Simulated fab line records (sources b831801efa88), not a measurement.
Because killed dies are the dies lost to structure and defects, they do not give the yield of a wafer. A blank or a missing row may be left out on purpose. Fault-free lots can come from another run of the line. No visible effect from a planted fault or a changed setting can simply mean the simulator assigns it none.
Which tool is to blame? + flow gf180mcu + Sampling: 12 lots, 36 wafers, 4 of 602 route steps

## WHAT EACH GAUGE READ, for each wafer
GF_V3_RS_MEAS_24: uses a four-point probe to measure.
| lot  | measured     | on            | V3_W_RS (ohm/sq)  |
|------|--------------|---------------|-------------------|
| L813 | day 22 22:02 | film metro-01 | 0.328 0.328 0.331 |
| L817 | day 24 07:23 | film metro-04 | 0.334 0.328 0.331 |
| L818 | day 24 13:31 | film metro-03 | 0.326 0.333 0.332 |
| L819 | day 25 07:44 | film metro-03 | 0.328 0.331 0.339 |
| L820 | day 25 12:04 | film metro-03 | 0.327 0.332 0.334 |
| L822 | day 25 23:26 | film metro-03 | 0.336 0.332 0.331 |
| L825 | day 26 23:52 | film metro-04 | 0.330 0.333 0.335 |
| L826 | day 27 09:59 | film metro-03 | 0.332 0.335 0.333 |
| L829 | day 28 16:36 | film metro-03 | 0.338 0.338 0.336 |
| L831 | day 28 21:33 | film metro-03 | 0.326 0.332 0.329 |
| L833 | day 29 17:52 | film metro-04 | 0.332 0.325 0.332 |
| L835 | day 29 22:59 | film metro-03 | 0.326 0.334 0.337 |

GF_V4_THK_MEAS_01.
| lot  | measured     | on            | V4_CVD_00_THK (nm) |
|------|--------------|---------------|--------------------|
| L813 | day 23 22:01 | film metro-01 | 596 601 603        |
| L817 | day 25 07:35 | film metro-04 | 612 605 605        |
| L818 | day 25 13:15 | film metro-04 | 594 603 595        |
| L819 | day 26 06:54 | film metro-02 | 607 595 603        |
| L820 | day 26 10:40 | film metro-02 | 605 591 611        |
| L822 | day 26 22:37 | film metro-04 | 516 504 508        |
| L825 | day 27 22:25 | film metro-02 | 518 516 513        |
| L826 | day 28 07:38 | film metro-04 | 602 603 598        |
| L829 | day 29 13:27 | film metro-02 | 594 605 588        |
| L831 | day 29 18:53 | film metro-04 | 607 592 602        |
| L833 | day 30 14:06 | film metro-04 | 592 596 585        |
| L835 | day 30 19:07 | film metro-04 | 586 588 594        |

## TOOL THAT RAN EACH LOT (tool first, then ch and the chambers of the sampled wafers, then the start)
| lot  | GF_M4_STRIP_17                       | GF_V4_CVD_00                     |
|------|--------------------------------------|----------------------------------|
| L813 | plasma asher-02 ch 0,1, day 23 21:24 | hdpcvd-02 ch 0,2, day 23 21:56   |
| L817 | plasma asher-02 ch 0,1, day 25 06:58 | hdpcvd-02 ch 0,1,2, day 25 07:31 |
| L818 | plasma asher-01 ch 0,1, day 25 12:38 | hdpcvd-02 ch 0,1,2, day 25 13:11 |
| L819 | plasma asher-03 ch 0,1, day 26 06:17 | hdpcvd-01 ch 0,1, day 26 06:50   |
| L820 | plasma asher-03 ch 0,1, day 26 10:04 | hdpcvd-01 ch 0,1,2, day 26 10:35 |
| L822 | plasma asher-03 ch 0,1, day 26 22:02 | hdpcvd-01 ch 0,1,2, day 26 22:32 |
| L825 | plasma asher-03 ch 0,1, day 27 21:44 | hdpcvd-01 ch 1,2, day 27 22:16   |
| L826 | plasma asher-01 ch 0,1, day 28 07:01 | hdpcvd-02 ch 0,1,2, day 28 07:33 |
| L829 | plasma asher-03 ch 0,1, day 29 12:49 | hdpcvd-02 ch 0,1,2, day 29 13:22 |
| L831 | plasma asher-02 ch 0,1, day 29 18:17 | hdpcvd-02 ch 0,1, day 29 18:49   |
| L833 | plasma asher-01 ch 0,1, day 30 13:26 | hdpcvd-02 ch 0,1, day 30 14:01   |
| L835 | plasma asher-01 ch 0,1, day 30 18:32 | hdpcvd-02 ch 0,1,2, day 30 19:02 |
- GF_M4_STRIP_17: strips in O2/N2.
- GF_V4_CVD_00: deposits SiO2, target thk 600 nm, time 100 s.

## AS READ BY THE TOOLS THEMSELVES (means over the sampled wafers that have a number; for cases with no such wafer, the mark the record gives instead)
GF_M4_STRIP_17.
| lot  | tool            | drypump motor current A (A) | heater power w (W) | oes product au (a.u.) | platen temp c (C) | strip time to endpoint s (s) |
|------|-----------------|-----------------------------|--------------------|-----------------------|-------------------|------------------------------|
| L813 | plasma asher-02 | 5.75                        | 323                | 0.542                 | 250.00            | 7.37                         |
| L817 | plasma asher-02 | 5.64                        | 287                | 0.540                 | 249.80            | 7.45                         |
| L818 | plasma asher-01 | 5.68                        | 346                | 0.534                 | 249.96            | 7.32                         |
| L819 | plasma asher-03 | 5.42                        | 306                | 0.532                 | 250.12            | 7.38                         |
| L820 | plasma asher-03 | 5.25                        | 313                | 0.538                 | 250.13            | 7.40                         |
| L822 | plasma asher-03 | 5.26                        | 310                | 0.534                 | 249.97            | 7.39                         |
| L825 | plasma asher-03 | 5.27                        | 314                | 0.539                 | 250.02            | 7.47                         |
| L826 | plasma asher-01 | 5.67                        | 352                | 0.543                 | 250.11            | 7.47                         |
| L829 | plasma asher-03 | 5.27                        | 312                | 0.538                 | 250.29            | 7.45                         |
| L831 | plasma asher-02 | 5.67                        | 290                | 0.541                 | 249.82            | 7.44                         |
| L833 | plasma asher-01 | 5.66                        | 347                | 0.534                 | 250.11            | 7.27                         |
| L835 | plasma asher-01 | 5.67                        | 354                | 0.541                 | 250.02            | 7.40                         |

GF_V4_CVD_00.
| lot  | tool      | sih4 flow sccm (sccm) |
|------|-----------|-----------------------|
| L813 | hdpcvd-02 | 60.06                 |
| L817 | hdpcvd-02 | 59.83                 |
| L818 | hdpcvd-02 | 60.10                 |
| L819 | hdpcvd-01 | 60.05                 |
| L820 | hdpcvd-01 | 59.96                 |
| L822 | hdpcvd-01 | 50.89                 |
| L825 | hdpcvd-01 | 51.05                 |
| L826 | hdpcvd-02 | 60.00                 |
| L829 | hdpcvd-02 | 59.87                 |
| L831 | hdpcvd-02 | 60.07                 |
| L833 | hdpcvd-02 | 60.08                 |
| L835 | hdpcvd-02 | 59.87                 |

## THE ANSWER, worked out from the rows above alone
Rule: what is usual is taken from the lots themselves. The widest of any qualifying gaps counts: lots, ordered by their means at a reading, are off when they make up no more than a third of the lots, leave a main group of 4 or more, and stand apart from it by 3 or more times the standard deviation of that group's means. A main group is skipped when, at the precision printed for the reading in the tables above, its means are all equal. Also off: a lot with no number at a reading for which 4 or more lots have one. All remaining lots with rows at the step are treated as sound. The gauges are gone through in route order, then the tools' own readings, and for those a lot's mean is taken as printed above. At the first step where some lot is off, the reading lying furthest off is the one used; lots without a number count as furthest.
Off: at GF_V4_THK_MEAS_01 (V4_CVD_00_THK), L822, L825. The main group has a mean of 599 nm with a standard deviation of 5.1.
If a tool, at a process step before that reading, ran all the lots that are off and no sound lot after the first of them, it fits. Not tried: the gauges at GF_V4_THK_MEAS_01; whatever is off there is also off at GF_V4_CVD_00, on other tools, and gauge error can't account for it. One candidate fits, namely hdpcvd-01 at GF_V4_CVD_00. Its last sound lot is L820 (day 26 10:35), its first lot that is off L822 (day 26 22:32): a fault that began between those two fits.
The tool's own readings at GF_V4_CVD_00 bear it out: on the lots that are off they differ by more than 5 times the standard deviation of the sound lots' means. sih4 flow sccm reads 50.97 sccm there against 59.99 sccm on the sound lots.

## WHAT THE SIMULATOR HAD INSERTED
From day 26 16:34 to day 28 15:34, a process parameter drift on hdpcvd-01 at GF_V4_CVD_00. From 60, the setting sih4 flow sccm moved by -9. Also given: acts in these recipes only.
Shown lots that were struck: L822, L825. The rule above reached the same finding.
